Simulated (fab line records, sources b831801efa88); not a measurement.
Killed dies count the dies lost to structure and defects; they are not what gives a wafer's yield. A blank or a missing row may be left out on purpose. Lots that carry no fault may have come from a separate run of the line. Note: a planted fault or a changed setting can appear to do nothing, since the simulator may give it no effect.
A lot that was struck, set against a sound lot || flow sky130 || 14 out of 708 route steps
Sound: wafers L636.1, L636.4, L636.6. The struck wafers were L654.1, L654.3, L654.4. The cause is named last.
For every step that has rows: the tool of each side, followed by ch and its chambers, followed by its first start. Under that, the readings that differ: sound wafers || struck wafers || difference of the means || sigmas: that difference in standard deviations of wafers without a fault.
alike: a reading whose means differ by less than 2 such deviations, as well as words and numbers matching on both sides. not compared: withheld readings; readings where some wafer has no value; bounds like >300 that might hide an equal value; numbers whose values overlap and for which the record gives no deviation.
A row with sigmas, a row that says differs or no value, or rows on one side alone: a step with any of these is where the two part. When numbers do not overlap yet have no deviation, they are printed without sigmas and do not part them. A reading that every wafer of one side lacks parts them only if that side has two wafers or more.

first, 1 step without rows for these wafers: SKY_LDD_LDN_IMPLANT_11.
SKY_LDD_LDN_STRIP_12: strips in O2/N2.
  sound on plasma-asher-01 ch 0,1, day 23 04:02; struck on plasma-asher-04 ch 0,1, day 29 05:50
  alike: drypump-motor-current-A, oes-product-au, strip-time-to-endpoint-s
  not compared: rf-hours-counter-h
SKY_LDD_LDN_TW_MEAS_13:
  struck on film-metro-02, day 29 05:56; sound on film-metro-04, day 23 04:08
{"reading": "LDD_LDN_TW", "sound": "1483 1491 1475", "struck": "1476 1463 1464", "difference": -15, "sigmas": -2}
then, 2 steps without rows for these wafers: SKY_LDD_LDN_CLEAN_14 (cleans in SC1/SC2, time 150 s); SKY_SPACER_CVD_00 (deposits Si3N4 from DCS/NH3, target thk 43.1 nm, time 740 s).
SKY_SPACER_THK_MEAS_01:
  struck on film-metro-04, day 29 07:15; sound on film-metro-03, day 23 06:13
  alike: SPACER_CVD_00_THK
SKY_SPACER_ETCHBACK_02: etches Si3N4 in CH3F/O2, stops on SiO2, time 46.7 s, target depth 45 nm.
  sound on rie-diel-01 ch 1,2,3, day 23 06:16; struck on rie-diel-04 ch 1,2,3, day 29 07:19
  alike: drypump-motor-current-A, oes-product-au, throttle-valve-pct
  not compared: rf-hours-counter-h
then, 5 steps without rows for these wafers: SKY_POLY_CUT_DEHYDRATE_00 (time 60 s); SKY_POLY_CUT_HMDS_01 (prime time 60 s); SKY_POLY_CUT_COAT_02 (resist thk 60 nm); SKY_POLY_CUT_COAT_03 (resist thk 450 nm); SKY_POLY_CUT_SOFTBAKE_04 (time 90 s).
SKY_POLY_CUT_EXPOSE_05: exposes mask NPCM, target cd 270 nm.
  sound on krf-scanner-02 ch 0, day 23 21:34; struck on krf-scanner-01, day 29 22:11
  no value came back on the struck wafers for exposure-dose-mJ-cm2, focus-offset-nm (nm), sigma-outer; on the sound wafers exposure-dose-mJ-cm2 reads 31.96 31.96 31.95
  alike: mask
after that, 1 step had no rows for these wafers: SKY_POLY_CUT_PEB_06.

WHERE THEY PART
First at SKY_LDD_LDN_TW_MEAS_13; last, within this record, at SKY_POLY_CUT_EXPOSE_05.

WHY: whatever the simulator had introduced
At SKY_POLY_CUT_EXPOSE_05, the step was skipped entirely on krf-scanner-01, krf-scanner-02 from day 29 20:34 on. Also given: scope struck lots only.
